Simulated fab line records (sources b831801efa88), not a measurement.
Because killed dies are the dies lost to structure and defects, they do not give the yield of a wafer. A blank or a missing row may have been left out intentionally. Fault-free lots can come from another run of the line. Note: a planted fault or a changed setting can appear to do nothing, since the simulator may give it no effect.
Matching of chambers -- flow sky130 -- 4 sister chambers for SKY_VIA2_CMP_24 on cmp-01
The step polishes, stops on SiO2, t overpolish 20 s, target thk 0 nm. 8 wafers are shown with their chamber, then 12 later ones without.

## WAFERS, EACH WITH ITS CHAMBER
wafer,chamber,timeToEndpointS (s),motorCurrentA (A)
L085.2,0,101,11.3
L087.3,3,96,12.2
L087.4,0,101,11.1
L088.1,2,96,12.1
L088.5,3,94,12.0
L089.1,1,102,11.6
L089.4,2,99,12.2
L089.6,1,107,11.5

## WAFERS MISSING THEIR CHAMBER
wafer,timeToEndpointS (s),motorCurrentA (A)
L090.1,99,12.7
L090.2,108,11.6
L090.5,105,11.3
L091.1,106,11.6
L091.3,95,12.0
L091.4,95,11.8
L095.3,98,11.9
L095.4,97,12.1
L095.5,94,12.7
L095.1,104,11.6
L095.2,101,11.0
L095.6,100,10.5

## WHICH CHAMBER EACH WENT THROUGH
wafer,from the rows above,in truth
L090.1,can't be placed: 2 or 3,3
L090.2,1,1
L090.5,can't be placed: 0 or 1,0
L091.1,1,1
L091.3,can't be placed: 3 or 2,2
L091.4,can't be placed: 3 or 2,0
L095.3,can't be placed: 2 or 3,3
L095.4,can't be placed: 2 or 3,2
L095.5,can't be placed: 2 or 3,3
L095.1,1,1
L095.2,0,0
L095.6,0,0
Placed correctly: 5 of 12. From these rows, 7 cannot be placed; in 6 the true chamber is one of the candidates. Placed wrongly: 0.
How it was worked out, from the rows above alone: a wafer's distance from a chamber is the root of the sum, over the readings, of the square of ((its reading less the chamber's mean) divided by the reading's scatter). If the next closest chamber is less than 2 further off than the closest, the wafer can't be placed; otherwise it belongs to the closest. The mean given for a chamber averages the wafers shown for that chamber. The scatter: the root of (the sum of the squares of (reading less its chamber's mean) over the shown wafers, divided by (wafers less chambers)).
